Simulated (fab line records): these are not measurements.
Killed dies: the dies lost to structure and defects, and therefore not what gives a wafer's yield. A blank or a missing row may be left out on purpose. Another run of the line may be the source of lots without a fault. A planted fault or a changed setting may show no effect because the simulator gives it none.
fab line records | flow sky130
record lots=6 | wafers=18 | last_day=50
route steps=708 shown LOCAL_INTERCONNECT@404 CONTACT@406 PAD_OPEN@708
lots untouched by any fault: they come from a run of this same line in which no faults occurred
start_h: hours from the record's first day to the start of the lot's first wafer shown | wait_h: how many hours have passed since the lot's step before this one | " identical to the entry in the row above | L1.1+2: a row that stands for several wafers | - value missing, or start not given | * or withheld: withheld | < > ~ a bound
route shown NAME@n: names a module that has steps shown in the file, with the first one's number in the route | usual: the fault-free wafers' mean and standard deviation | same: alike in all rows | chamber/n: place in a boat | sites: per-site readings | _std_site: standard deviation across them | _edge_site: the outer-site mean with the inner-site mean subtracted | radius_mm: how far each site lies from the wafer's centre | mask NAME#n: copy n | behind: the most recent tool/chamber to have shaped the wafer | hold: why the lot was held/for how many hours/how that ended | device: the transistor (n, p or np) that didn't switch | end of line: tests run on the same wafers once the route is complete | a step with no rows: only its recipe | killed: not the wafer's yield, but the dies lost to structure and defects at the first sort | map: shows each die of a wafer: x if killed, . if not, _ if none is there
set.NAME: the run value of the setting; set.NAME@STEP: its run value at that earlier step | model.NAME: the simulator's own value behind a step, which no gauge read
certain route steps with their lots: each step a table, each wafer a row
services: a tool's chamber out of use, with start hour (start_h, from the record's first day; less than 0 if before it), hours out, and reason
## steps
# step SKY_LOCAL_INTERCONNECT_CLEAN_17
# recipe chemistry=IPA | time_s=180 | temp_c=25
# step SKY_LOCAL_INTERCONNECT_CLEAN_18
# recipe chemistry=O3/DIW | dry=n2_spin
# step SKY_CONTACT_CVD_00
# recipe material=Si3N4 | target_thk_nm=75 | temp_c=400 | time_s=withheld | rf_w=450
# usual heater_power_outer_w=438/65 | heater_power_w=727/100
lot.wafer | tool     | chamber | start_h | wait_h | heater_power_outer_w | heater_power_w
L363.1    | pecvd-01 | 2       | 788.85  | 0.0    | 390                  | 630
L363.2    | "        | 0       | "       | "      | 569                  | 854
L363.5    | "        | 2       | "       | "      | 398                  | 638
L369.1    | pecvd-03 | 1       | 827.88  | 0.0    | 465                  | 731
L369.2    | "        | 2       | "       | "      | 392                  | 687
L369.6    | "        | 1       | "       | "      | 467                  | 723
L371.1    | pecvd-01 | 0       | 848.19  | 0.0    | 543                  | 816
L371.2    | "        | 2       | "       | "      | 399                  | 647
L371.3    | "        | 1       | "       | "      | 524                  | 898
L372.2    | pecvd-01 | 0       | 855.62  | 0.0    | 485                  | 755
L372.5    | "        | 2       | "       | "      | 320                  | 551
L372.6    | "        | 0       | "       | "      | 487                  | 762
L373.3    | pecvd-01 | 2       | 856.29  | 0.0    | 376                  | 629
L373.5    | "        | 0       | "       | "      | 483                  | 753
L373.6    | "        | 1       | "       | "      | 519                  | 908
L375.1    | pecvd-03 | 0       | 868.29  | 0.0    | 379                  | 603
L375.2    | "        | 2       | "       | "      | 455                  | 751
L375.4    | "        | 0       | "       | "      | 371                  | 602
# step SKY_CONTACT_THK_MEAS_01
# recipe reads=Si3N4_of_CONTACT_CVD_00
# usual CONTACT_CVD_00_THK=74.8/0.84
lot.wafer | tool          | chamber | start_h | wait_h | CONTACT_CVD_00_THK[nm]
L363.1    | film_metro-02 | -       | 788.88  | -      | 73.6
L363.2    | "             | -       | "       | "      | 75.3
L363.5    | "             | -       | "       | "      | 75.4
L369.1    | film_metro-01 | -       | 827.91  | -      | 74.9
L369.2    | "             | -       | "       | "      | 75.5
L369.6    | "             | -       | "       | "      | 75.6
L371.1    | film_metro-01 | -       | 848.23  | -      | 74.4
L371.2    | "             | -       | "       | "      | 73.7
L371.3    | "             | -       | "       | "      | 73.9
L372.2    | film_metro-02 | -       | 855.67  | -      | 73.4
L372.5    | "             | -       | "       | "      | 75.2
L372.6    | "             | -       | "       | "      | 74.9
L373.3    | film_metro-02 | -       | 856.34  | -      | 74.4
L373.5    | "             | -       | "       | "      | 75.4
L373.6    | "             | -       | "       | "      | 75.7
L375.1    | film_metro-04 | -       | 868.34  | -      | 74.5
L375.2    | "             | -       | "       | "      | 73.9
L375.4    | "             | -       | "       | "      | 75.5
# step SKY_CONTACT_HDPCVD_02
# recipe material=SiO2 | target_thk_nm=565 | sigma_open_frac=0.3 | time_s=94.2 | temp_c=600 | sih4_flow_sccm=60 | pressure_mtorr=6
# step SKY_CONTACT_THK_MEAS_03
# recipe reads=SiO2_of_CONTACT_HDPCVD_02
# usual CONTACT_HDPCVD_THK=564/6.1
lot.wafer | tool          | chamber | start_h | wait_h | CONTACT_HDPCVD_THK[nm]
L363.1    | film_metro-04 | -       | 789.01  | 0.0    | 569
L363.2    | "             | -       | "       | "      | 559
L363.5    | "             | -       | "       | "      | 568
L369.1    | film_metro-04 | -       | 828.04  | 0.0    | 566
L369.2    | "             | -       | "       | "      | 553
L369.6    | "             | -       | "       | "      | 557
L371.1    | film_metro-02 | -       | 848.35  | 0.0    | 565
L371.2    | "             | -       | "       | "      | 562
L371.3    | "             | -       | "       | "      | 565
L372.2    | film_metro-02 | -       | 855.79  | 0.0    | 564
L372.5    | "             | -       | "       | "      | 570
L372.6    | "             | -       | "       | "      | 561
L373.3    | film_metro-01 | -       | 856.47  | 0.1    | 555
L373.5    | "             | -       | "       | "      | 562
L373.6    | "             | -       | "       | "      | 558
L375.1    | film_metro-02 | -       | 868.47  | 0.0    | 574
L375.2    | "             | -       | "       | "      | 582
L375.4    | "             | -       | "       | "      | 576
# step SKY_CONTACT_CMP_04
# recipe material=SiO2 | down_force_psi=4 | platen_rpm=60 | pad_velocity_m_s=0.94248
# usual motor_current_A=11.6/0.98 | time_to_endpoint_s=81/3.5
lot.wafer | tool   | chamber | start_h | wait_h | motor_current_A | time_to_endpoint_s
L363.1    | cmp-01 | 1       | 789.07  | 0.1    | 10.6            | 86
L363.2    | "      | 0       | "       | "      | 11.7            | 79
L363.5    | "      | 2       | "       | "      | 12.9            | 81
L369.2    | cmp-01 | 3       | 828.10  | 0.0    | 11.5            | 74
L369.1    | "      | 1       | "       | "      | 10.5            | 81
L369.6    | "      | 3       | "       | "      | 11.6            | 75
L371.2    | cmp-02 | 1       | 848.46  | 0.1    | 10.3            | 82
L371.3    | "      | 2       | "       | "      | 12.1            | 82
L371.1    | "      | 3       | "       | "      | 11.9            | 81
L372.2    | cmp-02 | 3       | 856.04  | 0.2    | 11.2            | 82
L372.5    | "      | 1       | "       | "      | 9.7             | 86
L372.6    | "      | 2       | "       | "      | 12.6            | 86
L373.3    | cmp-02 | 1       | 856.56  | 0.1    | 10.5            | 77
L373.6    | "      | 0       | "       | "      | 12.8            | 78
L373.5    | "      | 1       | "       | "      | 9.9             | 80
L375.4    | cmp-02 | 0       | 868.53  | 0.0    | 12.6            | 87
L375.2    | "      | 2       | "       | "      | 12.0            | 89
L375.1    | "      | 3       | "       | "      | 11.3            | 84
# step SKY_CONTACT_BOW_MEAS_05
# recipe mode=bow
# usual CONTACT_BOW=82/7.6
lot.wafer | tool          | chamber | start_h | wait_h | CONTACT_BOW[um]
L363.1    | film_metro-01 | -       | 789.37  | 0.2    | 85
L363.2    | "             | -       | "       | "      | 88
L363.5    | "             | -       | "       | "      | 97
L369.1    | film_metro-01 | -       | 828.40  | 0.1    | 84
L369.2    | "             | -       | "       | "      | 84
L369.6    | "             | -       | "       | "      | 78
L371.1    | film_metro-04 | -       | 848.71  | 0.1    | 81
L371.2    | "             | -       | "       | "      | 66
L371.3    | "             | -       | "       | "      | 67
L372.2    | film_metro-01 | -       | 856.26  | 0.2    | 86
L372.5    | "             | -       | "       | "      | 79
L372.6    | "             | -       | "       | "      | 81
L373.3    | film_metro-04 | -       | 856.85  | 0.2    | 99
L373.5    | "             | -       | "       | "      | 79
L373.6    | "             | -       | "       | "      | 79
L375.1    | film_metro-04 | -       | 868.83  | 0.1    | 74
L375.2    | "             | -       | "       | "      | 84
L375.4    | "             | -       | "       | "      | 82
# step SKY_CONTACT_DEHYDRATE_06
# recipe temp_c=200 | time_s=60
# step SKY_CONTACT_HMDS_07
# recipe prime_time_s=60 | prime_temp_c=120
# step SKY_CONTACT_COAT_08
# recipe resist=BARC | temp_c=withheld | time_s=withheld | spin_rpm=3000 | resist_thk_nm=60
# step SKY_CONTACT_COAT_09
# recipe resist=KrF-thick | spin_rpm=3000 | resist_thk_nm=450
# step SKY_CONTACT_SOFTBAKE_10
# recipe temp_c=100 | time_s=90 | resist=KrF-thick
# usual heater_power_total_W=57.36/0.12 | plate_temp_C=100.01/0.11
lot.wafer | tool           | chamber | start_h | wait_h | heater_power_total_W | plate_temp_C
L363.1    | litho_track-01 | 0       | 802     | -      | 57.39                | 100.25
L363.2    | "              | 0       | "       | "      | 57.47                | 100.05
L363.5    | "              | 0       | "       | "      | 57.21                | 99.93
L369.1    | litho_track-01 | 0       | 841     | -      | 57.49                | 99.97
L369.2    | "              | 0       | "       | "      | 57.38                | 100.03
L369.6    | "              | 0       | "       | "      | 57.40                | 99.91
L371.1    | litho_track-01 | 0       | 861     | -      | 56.70                | 99.24
L371.2    | "              | 0       | "       | "      | 56.66                | 99.21
L371.3    | "              | 0       | "       | "      | 56.76                | 99.27
L372.2    | litho_track-01 | 0       | 869     | -      | 56.86                | 99.13
L372.5    | "              | 0       | "       | "      | 56.80                | 99.41
L372.6    | "              | 0       | "       | "      | 56.80                | 99.33
L373.3    | litho_track-02 | 0       | 870     | -      | 57.44                | 99.80
L373.5    | "              | 0       | "       | "      | 57.46                | 100.08
L373.6    | "              | 0       | "       | "      | 57.29                | 99.82
L375.1    | litho_track-03 | 0       | 881     | -      | 57.32                | 100.08
L375.2    | "              | 0       | "       | "      | 57.21                | 100.16
L375.4    | "              | 0       | "       | "      | 57.38                | 100.21
# step SKY_CONTACT_EXPOSE_11
# recipe mask_id=CTM1 | na=0.8 | source_shape=annular | sigma_inner=0.55 | sigma_outer=0.85 | target_cd_nm=170 | dose_mj=38
# step SKY_PAD_OPEN_PROBE_99
# usual killed_at_M0_to_M3=44/7.4 | killed_at_M4_up=3.1/1.8 | killed_at_contacts=24/5.6 | killed_at_front_end=15/4.9 | killed_at_other=0.4/0.59 | killed_dies=87/9.8 | killed_open=47/7.2 | killed_short=39/6.8
# same gross_dies=492 | killed_at_back_side=0
lot.wafer | tool      | chamber | start_h | wait_h | killed_at_M0_to_M3 | killed_at_M4_up | killed_at_contacts | killed_at_front_end | killed_at_other | killed_dies | killed_open | killed_short
L363.1    | prober-01 | -       | 1137.40 | 0.1    | 38                 | 3               | 23                 | 11                  | 0               | 75          | 49          | 26
L363.2    | prober-01 | -       | 1137.45 | 0.1    | 33                 | 3               | 18                 | 18                  | 1               | 73          | 30          | 43
L363.5    | prober-01 | -       | 1137.60 | 0.2    | 42                 | 3               | 28                 | 17                  | 0               | 90          | 50          | 40
L369.1    | prober-01 | -       | 1165.29 | 0.1    | 35                 | 1               | 16                 | 7                   | 0               | 59          | 31          | 28
L369.2    | prober-01 | -       | 1165.34 | 0.1    | 45                 | 0               | 24                 | 12                  | 0               | 81          | 56          | 25
L369.6    | prober-01 | -       | 1165.54 | 0.2    | 64                 | 1               | 24                 | 15                  | 0               | 104         | 68          | 36
L371.1    | prober-01 | -       | 1177.98 | 0.1    | 34                 | 3               | 35                 | 10                  | 1               | 83          | 51          | 31
L371.2    | prober-01 | -       | 1178.03 | 0.1    | 49                 | 3               | 22                 | 15                  | 0               | 89          | 47          | 42
L371.3    | prober-01 | -       | 1178.08 | 0.2    | 34                 | 3               | 28                 | 18                  | 1               | 84          | 55          | 29
L372.2    | prober-02 | -       | 1184.55 | 0.1    | 46                 | 6               | 32                 | 19                  | 0               | 103         | 52          | 51
L372.5    | prober-02 | -       | 1184.70 | 0.2    | 39                 | 0               | 23                 | 14                  | 0               | 76          | 41          | 35
L372.6    | prober-02 | -       | 1184.75 | 0.2    | 42                 | 4               | 25                 | 12                  | 0               | 83          | 42          | 41
L375.1    | prober-01 | -       | 1190.82 | 0.1    | 49                 | 7               | 28                 | 15                  | 0               | 99          | 57          | 42
L375.2    | prober-01 | -       | 1190.87 | 0.1    | 40                 | 1               | 24                 | 16                  | 1               | 82          | 46          | 36
L375.4    | prober-01 | -       | 1190.97 | 0.2    | 43                 | 2               | 24                 | 22                  | 0               | 91          | 48          | 43
# killed by level:class
L363.1 VIA1:geometric_particle:open=9 CONTACT:geometric_particle:open=8 LI_CONTACT:geometric_particle:open=7 VIA3:geometric_particle:open=7 METAL1:geometric_particle:short=6 VIA2:geometric_particle:open=5 CONTACT:geometric_particle:short=4 FIELD_ISO:geometric_particle:short=3
L363.2 FIELD_ISO:geometric_particle:short=8 LI_CONTACT:geometric_particle:open=6 VIA3:geometric_particle:short=5 METAL2:geometric_particle:short=5 CONTACT:geometric_particle:open=4 POLY_GATE:geometric_particle:open=4 POLY_GATE:geometric_particle:short=4 LOCAL_INTERCONNECT:geometric_particle:short=4
L363.5 VIA1:geometric_particle:open=11 LI_CONTACT:geometric_particle:open=7 FIELD_ISO:geometric_particle:open=6 VIA2:geometric_particle:open=6 CONTACT:geometric_particle:short=6 CONTACT:geometric_particle:open=5 METAL1:geometric_particle:short=5 VIA3:geometric_particle:open=5
L369.1 VIA1:geometric_particle:open=8 METAL1:geometric_particle:short=6 LOCAL_INTERCONNECT:geometric_particle:short=5 VIA2:geometric_particle:open=5 LI_CONTACT:geometric_particle:open=4 CONTACT:geometric_particle:open=4 VIA1:geometric_particle:short=4 VIA3:geometric_particle:open=3
L369.2 VIA1:geometric_particle:open=13 CONTACT:geometric_particle:open=9 VIA2:geometric_particle:open=9 LI_CONTACT:geometric_particle:open=8 VIA3:geometric_particle:open=7 METAL2:geometric_particle:short=6 FIELD_ISO:geometric_particle:open=4 LOCAL_INTERCONNECT:geometric_particle:short=4
L369.6 VIA1:geometric_particle:open=27 LI_CONTACT:geometric_particle:open=9 CONTACT:geometric_particle:open=9 METAL2:geometric_particle:short=8 VIA2:geometric_particle:open=8 FIELD_ISO:geometric_particle:short=7 VIA3:geometric_particle:open=7 METAL1:geometric_particle:short=6
L371.1 LI_CONTACT:geometric_particle:open=12 CONTACT:geometric_particle:open=12 VIA1:geometric_particle:open=8 VIA3:geometric_particle:open=6 VIA1:geometric_particle:short=5 VIA3:geometric_particle:short=4 CONTACT:geometric_particle:short=4 VIA2:geometric_particle:open=4
L371.2 VIA1:geometric_particle:open=9 VIA3:geometric_particle:open=9 VIA2:geometric_particle:open=8 VIA2:geometric_particle:short=8 METAL1:geometric_particle:short=7 LI_CONTACT:geometric_particle:open=6 LI_CONTACT:geometric_particle:short=4 LOCAL_INTERCONNECT:geometric_particle:short=4
L371.3 CONTACT:geometric_particle:open=11 FIELD_ISO:geometric_particle:open=8 LI_CONTACT:geometric_particle:open=8 VIA3:geometric_particle:open=8 VIA1:geometric_particle:open=7 CONTACT:geometric_particle:short=5 VIA2:geometric_particle:open=4 METAL1:geometric_particle:short=4
L372.2 CONTACT:geometric_particle:open=11 VIA1:geometric_particle:open=9 VIA3:geometric_particle:open=9 METAL2:geometric_particle:short=8 LOCAL_INTERCONNECT:geometric_particle:short=7 FIELD_ISO:geometric_particle:open=6 CONTACT:geometric_particle:short=6 METAL4:geometric_particle:short=6
L372.5 CONTACT:geometric_particle:open=10 VIA1:geometric_particle:open=8 CONTACT:geometric_particle:short=6 METAL2:geometric_particle:short=6 VIA2:geometric_particle:open=6 FIELD_ISO:geometric_particle:short=5 POLY_GATE:geometric_particle:short=5 LI_CONTACT:geometric_particle:open=5
L372.6 METAL1:geometric_particle:short=11 VIA1:geometric_particle:open=11 LI_CONTACT:geometric_particle:open=8 CONTACT:geometric_particle:short=8 CONTACT:geometric_particle:open=6 VIA3:geometric_particle:open=5 FIELD_ISO:geometric_particle:open=4 METAL2:geometric_particle:short=4
L375.1 VIA1:geometric_particle:open=12 LI_CONTACT:geometric_particle:open=11 METAL1:geometric_particle:short=6 VIA3:geometric_particle:open=6 VIA2:geometric_particle:open=6 CONTACT:geometric_particle:open=5 FIELD_ISO:geometric_particle:short=4 LOCAL_INTERCONNECT:geometric_particle:short=4
L375.2 LI_CONTACT:geometric_particle:open=12 VIA2:geometric_particle:open=8 CONTACT:geometric_particle:open=6 METAL1:geometric_particle:short=5 SPACER:geometric_particle:short=5 VIA1:geometric_particle:open=5 VIA2:geometric_particle:short=5 POLY_GATE:geometric_particle:open=4
L375.4 VIA1:geometric_particle:open=13 VIA2:geometric_particle:open=8 FIELD_ISO:geometric_particle:short=7 CONTACT:geometric_particle:open=6 VIA1:geometric_particle:short=6 VIA3:geometric_particle:open=6 LI_CONTACT:geometric_particle:short=5 LI_CONTACT:geometric_particle:open=5
## services
tool     | chamber | start_h | hours | kind
pecvd-03 | -       | 776.53  | 1.1   | repair
pecvd-03 | 1       | 777.22  | 22.0  | repair
cmp-02   | -       | 797.19  | 1.8   | repair
cmp-01   | -       | 797.56  | 1.1   | repair
pecvd-01 | 0       | 812.95  | 13.7  | repair
pecvd-03 | 2       | 860.69  | 2.1   | scheduled_down
pecvd-03 | 1       | 868.17  | 5.5   | scheduled_down
pecvd-03 | -       | 870.86  | 1.2   | repair
## key
first_sign step=SKY_CONTACT_SOFTBAKE_10 | reading=plate_temp_C | direction=down | sigmas=7.1 | usual=* | struck=*
effect step=SKY_CONTACT_SOFTBAKE_10 | reading=heater_power_total_W | direction=down | sigmas=5.2 | usual=* | struck=*
met_at SKY_CONTACT_SOFTBAKE_10
struck_wafers L371.1,L371.2,L371.3,L372.2,L372.5,L372.6
tester_left_out L371,L372
onset_between 841 861
fault kind=process_parameter_drift | tool=litho_track-01 | chamber=- | onset_h=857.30 | steps=SKY_CONTACT_SOFTBAKE_10 | channel=temp_c | offset=* | shape=step | end_h=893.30 | acts_in=* | stated=*
# tester_left_out: of these lots the tester's yield and bins aren't shown, on N5 and GAA mostly nor the transistor test; their killed dies are dies lost to structure and defects alone, not to doping, threshold or leakage, so they don't give the yield
